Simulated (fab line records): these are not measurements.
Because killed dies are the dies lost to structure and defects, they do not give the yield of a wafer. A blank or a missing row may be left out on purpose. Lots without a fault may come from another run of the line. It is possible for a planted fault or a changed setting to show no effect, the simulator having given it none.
The tool behind it: which one? / flow gf180mcu / 13 lots with 39 wafers sampled at 5 steps, on a route of 602 steps

== WHAT THE GAUGES READ, wafer by wafer ==
GF_STI_THK_MEAS_04.
lot=L732; measured=day 1 14:16; on=film metro-02; STI_CVD_03_THK (nm)=210.9 209.7 210.2
lot=L733; measured=day 1 19:50; on=film metro-03; STI_CVD_03_THK (nm)=207.9 207.5 208.4
lot=L734; measured=day 1 23:34; on=film metro-01; STI_CVD_03_THK (nm)=209.4 208.8 209.9
lot=L735; measured=day 2 04:40; on=film metro-02; STI_CVD_03_THK (nm)=204.2 204.9 206.0
lot=L738; measured=day 2 19:59; on=film metro-03; STI_CVD_03_THK (nm)=211.3 210.5 210.0
lot=L739; measured=day 3 00:34; on=film metro-03; STI_CVD_03_THK (nm)=203.1 203.7 204.0
lot=L741; measured=day 3 11:07; on=film metro-03; STI_CVD_03_THK (nm)=207.6 206.8 206.4
lot=L744; measured=day 4 01:35; on=film metro-02; STI_CVD_03_THK (nm)=204.0 204.8 205.2
lot=L745; measured=day 4 06:34; on=film metro-01; STI_CVD_03_THK (nm)=204.7 205.3 204.4
lot=L751; measured=day 5 13:44; on=film metro-01; STI_CVD_03_THK (nm)=209.6 209.2 208.4
lot=L752; measured=day 5 17:34; on=film metro-01; STI_CVD_03_THK (nm)=205.5 205.3 207.0
lot=L753; measured=day 5 23:50; on=film metro-02; STI_CVD_03_THK (nm)=207.2 209.3 207.5
lot=L754; measured=day 6 03:53; on=film metro-03; STI_CVD_03_THK (nm)=209.9 208.7 210.6

GF_STI_THK_MEAS_24.
lot=L732; measured=day 2 03:53; on=film metro-02; STI_CVD_23_THK (nm)=656 652 658
lot=L733; measured=day 2 09:03; on=film metro-01; STI_CVD_23_THK (nm)=669 666 670
lot=L734; measured=day 2 14:15; on=film metro-01; STI_CVD_23_THK (nm)=647 651 647
lot=L735; measured=day 2 19:07; on=film metro-02; STI_CVD_23_THK (nm)=646 653 648
lot=L738; measured=day 3 10:22; on=film metro-02; STI_CVD_23_THK (nm)=645 648 654
lot=L739; measured=day 3 15:37; on=film metro-03; STI_CVD_23_THK (nm)=652 657 650
lot=L741; measured=day 4 01:04; on=film metro-01; STI_CVD_23_THK (nm)=656 666 665
lot=L744; measured=day 4 16:24; on=film metro-02; STI_CVD_23_THK (nm)=651 653 655
lot=L745; measured=day 4 23:17; on=film metro-03; STI_CVD_23_THK (nm)=656 650 643
lot=L751; measured=day 6 06:47; on=film metro-03; STI_CVD_23_THK (nm)=651 649 648
lot=L752; measured=day 6 10:51; on=film metro-02; STI_CVD_23_THK (nm)=655 655 646
lot=L753; measured=day 6 17:49; on=film metro-03; STI_CVD_23_THK (nm)=654 656 654
lot=L754; measured=day 6 20:46; on=film metro-02; STI_CVD_23_THK (nm)=650 652 658

GF_VT_IMPLANT_RS_MEAS_48: measurement is done with a four-point probe.
lot=L732; measured=day 7 12:18; on=film metro-04; LVPWELL_RS (ohm/sq)=1195.1 1196.5 1194.1
lot=L733; measured=day 7 19:50; on=film metro-02; LVPWELL_RS (ohm/sq)=1201.1 1199.6 1199.6
lot=L734; measured=day 8 03:33; on=film metro-02; LVPWELL_RS (ohm/sq)=1194.5 1193.5 1195.6
lot=L735; measured=day 8 09:01; on=film metro-04; LVPWELL_RS (ohm/sq)=1196.5 1200.1 1200.0
lot=L738; measured=day 9 02:21; on=film metro-02; LVPWELL_RS (ohm/sq)=1190.6 1190.5 1193.1
lot=L739; measured=day 9 13:04; on=film metro-04; LVPWELL_RS (ohm/sq)=1197.6 1192.5 1195.9
lot=L741; measured=day 10 02:08; on=film metro-01; LVPWELL_RS (ohm/sq)=1200.3 1192.8 1197.3
lot=L744; measured=day 10 23:47; on=film metro-02; LVPWELL_RS (ohm/sq)=1210.5 1210.6 1211.0
lot=L745; measured=day 11 05:12; on=film metro-02; LVPWELL_RS (ohm/sq)=1214.8 1215.9 1213.7
lot=L751; measured=day 12 20:34; on=film metro-04; LVPWELL_RS (ohm/sq)=1196.2 1198.8 1195.3
lot=L752; measured=day 13 05:43; on=film metro-02; LVPWELL_RS (ohm/sq)=1196.1 1194.3 1194.4
lot=L753; measured=day 13 13:40; on=film metro-02; LVPWELL_RS (ohm/sq)=1199.6 1199.7 1197.4
lot=L754; measured=day 13 17:01; on=film metro-01; LVPWELL_RS (ohm/sq)=1196.9 1197.4 1194.2

== TOOL THAT RAN EACH LOT (tool first, then ch and the chambers of the sampled wafers, then the start) ==
lot=L732; GF_LVPWELL_IMPLANT_09=implanter-01 ch 0, day 3 20:52; GF_VT_IMPLANT_STRIP_31=plasma asher-02 ch 0,1, day 6 20:57
lot=L733; GF_LVPWELL_IMPLANT_09=implanter-02 ch 0, day 4 02:11; GF_VT_IMPLANT_STRIP_31=plasma asher-04 ch 0,1, day 7 03:33
lot=L734; GF_LVPWELL_IMPLANT_09=implanter-02 ch 0, day 4 08:04; GF_VT_IMPLANT_STRIP_31=plasma asher-02 ch 0,1, day 7 10:30
lot=L735; GF_LVPWELL_IMPLANT_09=implanter-03 ch 0, day 4 12:30; GF_VT_IMPLANT_STRIP_31=plasma asher-01 ch 0,1, day 7 16:00
lot=L738; GF_LVPWELL_IMPLANT_09=implanter-01 ch 0, day 5 04:11; GF_VT_IMPLANT_STRIP_31=plasma asher-04 ch 0,1, day 8 09:44
lot=L739; GF_LVPWELL_IMPLANT_09=implanter-02 ch 0, day 5 12:20; GF_VT_IMPLANT_STRIP_31=plasma asher-04 ch 0,1, day 8 19:21
lot=L741; GF_LVPWELL_IMPLANT_09=implanter-03 ch 0, day 5 22:17; GF_VT_IMPLANT_STRIP_31=plasma asher-04 ch 0,1, day 9 07:11
lot=L744; GF_LVPWELL_IMPLANT_09=implanter-02 ch 0, day 6 17:06; GF_VT_IMPLANT_STRIP_31=plasma asher-01 ch 0,1, day 10 05:03
lot=L745; GF_LVPWELL_IMPLANT_09=implanter-02 ch 0, day 7 01:00; GF_VT_IMPLANT_STRIP_31=plasma asher-04 ch 0,1, day 10 10:48
lot=L751; GF_LVPWELL_IMPLANT_09=implanter-03 ch 0, day 8 08:14; GF_VT_IMPLANT_STRIP_31=plasma asher-02 ch 0,1, day 12 00:30
lot=L752; GF_LVPWELL_IMPLANT_09=implanter-01 ch 0, day 8 13:23; GF_VT_IMPLANT_STRIP_31=plasma asher-02 ch 0,1, day 12 09:15
lot=L753; GF_LVPWELL_IMPLANT_09=implanter-01 ch 0, day 8 20:41; GF_VT_IMPLANT_STRIP_31=plasma asher-02 ch 0,1, day 12 16:44
lot=L754; GF_LVPWELL_IMPLANT_09=implanter-01 ch 0, day 9 00:26; GF_VT_IMPLANT_STRIP_31=plasma asher-01 ch 0,1, day 12 19:57
- GF_LVPWELL_IMPLANT_09
- GF_VT_IMPLANT_STRIP_31: strips in O2/N2.

== AS READ BY THE TOOLS THEMSELVES (means over the sampled wafers that have a number; for cases with no such wafer, the mark the record gives instead) ==
GF_LVPWELL_IMPLANT_09.
lot=L732; tool=implanter-01; dose ions cm2=5.001e+12; faraday current uA=27.8
lot=L733; tool=implanter-02; dose ions cm2=4.999e+12; faraday current uA=27.9
lot=L734; tool=implanter-02; dose ions cm2=5.001e+12; faraday current uA=28.4
lot=L735; tool=implanter-03; dose ions cm2=5.003e+12; faraday current uA=28.2
lot=L738; tool=implanter-01; dose ions cm2=5.006e+12; faraday current uA=28.0
lot=L739; tool=implanter-02; dose ions cm2=4.995e+12; faraday current uA=28.6
lot=L741; tool=implanter-03; dose ions cm2=4.998e+12; faraday current uA=28.6
lot=L744; tool=implanter-02; dose ions cm2=4.616e+12; faraday current uA=26.6
lot=L745; tool=implanter-02; dose ions cm2=4.611e+12; faraday current uA=25.8
lot=L751; tool=implanter-03; dose ions cm2=5.002e+12; faraday current uA=28.5
lot=L752; tool=implanter-01; dose ions cm2=4.998e+12; faraday current uA=28.0
lot=L753; tool=implanter-01; dose ions cm2=5.005e+12; faraday current uA=27.9
lot=L754; tool=implanter-01; dose ions cm2=5.004e+12; faraday current uA=28.4

GF_VT_IMPLANT_STRIP_31.
lot=L732; tool=plasma asher-02; chamber pressure mTorr (mTorr)=1500.4; drypump motor current A (A)=5.7; heater power w (W)=314; oes product au (a.u.)=0.715; strip time to endpoint s (s)=12.61
lot=L733; tool=plasma asher-04; chamber pressure mTorr (mTorr)=1499.6; drypump motor current A (A)=6.0; heater power w (W)=346; oes product au (a.u.)=0.717; strip time to endpoint s (s)=12.65
lot=L734; tool=plasma asher-02; chamber pressure mTorr (mTorr)=1501.1; drypump motor current A (A)=5.7; heater power w (W)=321; oes product au (a.u.)=0.712; strip time to endpoint s (s)=12.65
lot=L735; tool=plasma asher-01; chamber pressure mTorr (mTorr)=1500.9; drypump motor current A (A)=6.1; heater power w (W)=277; oes product au (a.u.)=0.714; strip time to endpoint s (s)=12.61
lot=L738; tool=plasma asher-04; chamber pressure mTorr (mTorr)=1500.6; drypump motor current A (A)=5.6; heater power w (W)=355; oes product au (a.u.)=0.720; strip time to endpoint s (s)=12.59
lot=L739; tool=plasma asher-04; chamber pressure mTorr (mTorr)=1500.8; drypump motor current A (A)=6.0; heater power w (W)=352; oes product au (a.u.)=0.720; strip time to endpoint s (s)=12.62
lot=L741; tool=plasma asher-04; chamber pressure mTorr (mTorr)=1500.0; drypump motor current A (A)=5.6; heater power w (W)=355; oes product au (a.u.)=0.721; strip time to endpoint s (s)=12.62
lot=L744; tool=plasma asher-01; chamber pressure mTorr (mTorr)=1499.1; drypump motor current A (A)=5.7; heater power w (W)=279; oes product au (a.u.)=0.717; strip time to endpoint s (s)=12.65
lot=L745; tool=plasma asher-04; chamber pressure mTorr (mTorr)=1500.2; drypump motor current A (A)=6.0; heater power w (W)=343; oes product au (a.u.)=0.715; strip time to endpoint s (s)=12.56
lot=L751; tool=plasma asher-02; chamber pressure mTorr (mTorr)=1500.1; drypump motor current A (A)=5.6; heater power w (W)=319; oes product au (a.u.)=0.716; strip time to endpoint s (s)=12.61
lot=L752; tool=plasma asher-02; chamber pressure mTorr (mTorr)=1499.7; drypump motor current A (A)=5.7; heater power w (W)=313; oes product au (a.u.)=0.717; strip time to endpoint s (s)=12.70
lot=L753; tool=plasma asher-02; chamber pressure mTorr (mTorr)=1500.0; drypump motor current A (A)=5.6; heater power w (W)=309; oes product au (a.u.)=0.714; strip time to endpoint s (s)=12.66
lot=L754; tool=plasma asher-01; chamber pressure mTorr (mTorr)=1500.1; drypump motor current A (A)=5.8; heater power w (W)=280; oes product au (a.u.)=0.714; strip time to endpoint s (s)=12.61

== THE ANSWER, worked out from the rows above alone ==
Rule: what is usual is taken from the lots themselves. The widest of any qualifying gaps counts: lots, ordered by their means at a reading, are off when they make up no more than a third of the lots, leave a main group of 4 or more, and stand apart from it by 3 or more times the standard deviation of that group's means. If all means in a main group match to the digits the tables above print for the reading, that group is not used. A lot without any number at a reading at which 4 lots or more have one is off too. All remaining lots with rows at the step are treated as sound. The gauges are gone through in route order, then the tools' own readings, and for those a lot's mean is taken as printed above. The first step at which some lot is off is used, and at that step the reading that is off furthest; a lot without a number counts as furthest.
Off: at GF_VT_IMPLANT_RS_MEAS_48 (LVPWELL_RS), L744, L745. Mean 1196.3 ohm/sq and standard deviation 2.3 in the main group.
If a tool, at a process step before that reading, ran all the lots that are off and no sound lot after the first of them, it fits. Not tried: the gauges at GF_VT_IMPLANT_RS_MEAS_48; whatever is off there is also off at GF_LVPWELL_IMPLANT_09, on other tools, and gauge error can't account for it. One candidate fits, namely implanter-02 at GF_LVPWELL_IMPLANT_09. Its last sound lot is L739 (day 5 12:20), its first lot that is off L744 (day 6 17:06): a fault that began between those two fits.
The tool's own readings at GF_LVPWELL_IMPLANT_09 bear it out: on the lots that are off they differ by more than 5 times the standard deviation of the sound lots' means. dose ions cm2 reads 4.614e+12 there against 5.001e+12 on the sound lots; faraday current uA reads 26.2 there against 28.2 on the sound lots.

== WHAT HAD BEEN PUT IN BY THE SIMULATOR ==
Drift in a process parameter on implanter-02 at GF_LVPWELL_IMPLANT_09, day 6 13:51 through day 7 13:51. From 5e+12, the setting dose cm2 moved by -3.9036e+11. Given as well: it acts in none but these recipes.
Lots struck among those shown: L744, L745. The rule above found the same.
